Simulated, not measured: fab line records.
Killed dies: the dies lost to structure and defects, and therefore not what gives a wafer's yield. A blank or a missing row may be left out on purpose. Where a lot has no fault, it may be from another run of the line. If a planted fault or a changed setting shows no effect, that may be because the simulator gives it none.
Which of the tools did it?	flow gf180mcu	11 lots with 33 wafers sampled at 2 steps, on a route of 602 steps

== WHAT EACH GAUGE READ, for each wafer ==
GF_HV_LDD_CD_MEAS_19: target cd 400 nm.
lot	measured	on	cd_nm (nm)
L969	day 11 14:56	cd_sem-01	404.2 403.3 402.9
L971	day 11 23:00	cd_sem-01	401.3 399.8 399.2
L972	day 12 06:25	cd_sem-02	399.8 401.0 401.3
L978	day 14 00:37	cd_sem-02	398.3 397.7 398.5
L979	day 14 09:01	cd_sem-01	399.1 401.7 398.4
L980	day 14 13:23	cd_sem-01	403.6 401.1 401.3
L986	day 16 13:56	cd_sem-02	408.2 409.4 410.4
L987	day 16 17:42	cd_sem-02	401.5 401.9 404.6
L988	day 17 04:11	cd_sem-01	411.9 410.0 409.9
L990	day 17 16:13	cd_sem-02	400.1 401.0 399.9
L991	day 17 22:49	cd_sem-01	400.4 398.6 398.5

== WHICH TOOL RAN EACH LOT (tool, then ch and the chambers of the sampled wafers, then the start) ==
lot	GF_HV_LDD_COAT_14
L969	litho_track-02 ch 0, day 11 05:11
L971	litho_track-04 ch 0, day 11 13:13
L972	litho_track-02 ch 0, day 11 21:07
L978	litho_track-03 ch 0, day 13 14:32
L979	litho_track-02 ch 0, day 13 22:49
L980	litho_track-04 ch 0, day 14 02:50
L986	litho_track-04 ch 0, day 16 03:11
L987	litho_track-02 ch 0, day 16 06:32
L988	litho_track-04 ch 0, day 16 16:41
L990	litho_track-02 ch 0, day 17 04:52
L991	litho_track-02 ch 0, day 17 11:20
- GF_HV_LDD_COAT_14: resist thk 1000 nm.

== THE ANSWER, worked out from the rows above alone ==
Rule: the lots themselves supply what counts as usual. The widest of any qualifying gaps counts: lots, ordered by their means at a reading, are off when they make up no more than a third of the lots, leave a main group of 4 or more, and stand apart from it by 3 or more times the standard deviation of that group's means. A main group is skipped when, at the precision printed for the reading in the tables above, its means are all equal. A lot without any number at a reading at which 4 lots or more have one is off too. All remaining lots with rows at the step are treated as sound.
Off, at GF_HV_LDD_CD_MEAS_19 on cd_nm: L986, L988. Mean 400.7 nm and standard deviation 1.6 in the main group.
A tool fits if, at a process step before that reading, it ran every lot that is off, and no sound lot after the first of them. Those tools and the gauges at GF_HV_LDD_CD_MEAS_19 are tried in the same way. One fits: litho_track-04 at GF_HV_LDD_COAT_14. A fault onset in the window from L980 (day 14 02:50, its last sound lot) to L986 (day 16 03:11, its first lot off) fits.

== WHAT THE SIMULATOR HAD INSERTED ==
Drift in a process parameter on litho_track-04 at GF_HV_LDD_COAT_14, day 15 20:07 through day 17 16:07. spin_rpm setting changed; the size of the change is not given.
Lots struck among those shown: L986, L988. The rule given above showed the same thing.
